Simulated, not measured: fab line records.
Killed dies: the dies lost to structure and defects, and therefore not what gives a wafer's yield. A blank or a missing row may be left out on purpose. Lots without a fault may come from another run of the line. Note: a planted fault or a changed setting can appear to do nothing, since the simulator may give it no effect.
Struck lot and sound lot, side by side	flow gf180mcu	15 steps out of a route of 602
Sound: these wafers, L680.2, L680.3, L680.4. Struck: wafer L682.3. (L682.2, L682.6 of the same lot were not struck and are left out.) The cause comes at the end.
At each step with rows: each side's tool, then ch and its chambers, then its first start. Under that, the readings that differ: sound wafers	struck wafers	difference of the means	sigmas: that difference in standard deviations of wafers without a fault.
alike: same words and numbers on both sides, and readings whose means sit less than 2 such deviations apart. not compared: any withheld reading, any reading some wafer has no value for, any bound like >300 that may hide the same value, and any number with overlapping values for which the record gives no deviation.
Wherever a step has rows on one side only, a row that says differs or no value, or a row with sigmas, the two part there. Numbers that have no deviation but don't overlap get no sigmas and don't part them. Lack of a reading on every wafer of one side parts them only where that side has two or more wafers.

first, 1 step without rows for these wafers: GF_V5_ETCH_16 (etches BARC in N2/H2).
GF_V5_ETCH_17: etches SiO2 in C4F8/O2/Ar, stops on TiN, target depth 855 nm.
  sound on rie_diel-04 ch 1,2,3; struck on rie_diel-02 ch 0
  alike: oes_product_au
GF_V5_STRIP_18: strips in O2/N2.
  sound on plasma_asher-04 ch 0,1, day 30 04:52; struck on plasma_asher-01 ch 0, day 30 20:26
reading	sound	struck	difference	sigmas
heater_power_w (W)	393 335 392	313	-60	-3
  alike: drypump_motor_current_A, o2_flow_sccm, oes_product_au
  not compared: rf_hours_counter_h
then, 2 steps without rows for these wafers: GF_V5_STRIP_19 (strips in post etch residue remover, time 1200 s); GF_V5_CLEAN_20 (cleans in DIW).
GF_V5_SPUTTER_21: material Ti, target thk 15 nm, time 80.02 s.
  struck on pvd_sputter-02, day 30 20:58; sound on pvd_sputter-03, day 30 05:25
reading	sound	struck	difference	sigmas
throttle_valve_pct (%)	30.2 31.7 29.7	28.1	-2.4	-2
  alike: cathode_dc_power_W
then, 2 steps without rows for these wafers: GF_V5_SPUTTER_22 (material TiN, target thk 10 nm, time 40 s); GF_V5_CVD_23 (deposits W, target thk 350 nm, time 104.9 s).
GF_V5_RS_MEAS_24: the measuring method here is four-point-probe.
  struck on film_metro-01, day 30 21:11; sound on film_metro-03, day 30 05:39
  alike: V5_W_RS
GF_V5_THK_MEAS_25: measures by xrf.
  struck on film_metro-01, day 30 21:18; sound on film_metro-03, day 30 05:46
  alike: V5_W_THK
GF_V5_CMP_26: polishes, stops on SiO2, t overpolish 15 s, target thk 0 nm.
  sound on cmp-02 ch 1,2,3, day 30 05:49; struck on cmp-02 ch 2, day 30 21:24
  alike: motor_current_A, overpolish_run_s, slurry_filter_dp_kPa, time_to_endpoint_s
GF_TOP_METAL_SPUTTER_00: material Ti, target thk 37.5 nm, time 150 s.
  struck on pvd_sputter-01, day 30 21:39; sound on pvd_sputter-02, day 30 06:07
  alike: cathode_dc_power_W, throttle_valve_pct
GF_TOP_METAL_SPUTTER_01: material TiN, target thk 30 nm, time 25 s.
  struck on pvd_sputter-01, day 30 21:45; sound on pvd_sputter-02, day 30 06:13
reading	sound	struck	difference	sigmas
cathode_dc_power_W (W)	6501.7 6499.9 6500.1	6074.2	-426.4	-99 or more
model.TiN_of_TOP_METAL_SPUTTER_01.thk_nm (nm)	30.25 30.21 29.9	27.6	-2.5	
  alike: throttle_valve_pct
then, 1 step without rows for these wafers: GF_TOP_METAL_SPUTTER_02 (material AlCu, target thk 900 nm, time 47.82 s).
GF_PASSIVATION_PROBE_99:
  record: rows for the struck wafers here (prober-01, day 32 11:07), none for the sound ones

== WHERE THEY PART ==
Earliest at GF_V5_STRIP_18; latest, in this record, at GF_PASSIVATION_PROBE_99.

WHY: whatever the simulator had introduced
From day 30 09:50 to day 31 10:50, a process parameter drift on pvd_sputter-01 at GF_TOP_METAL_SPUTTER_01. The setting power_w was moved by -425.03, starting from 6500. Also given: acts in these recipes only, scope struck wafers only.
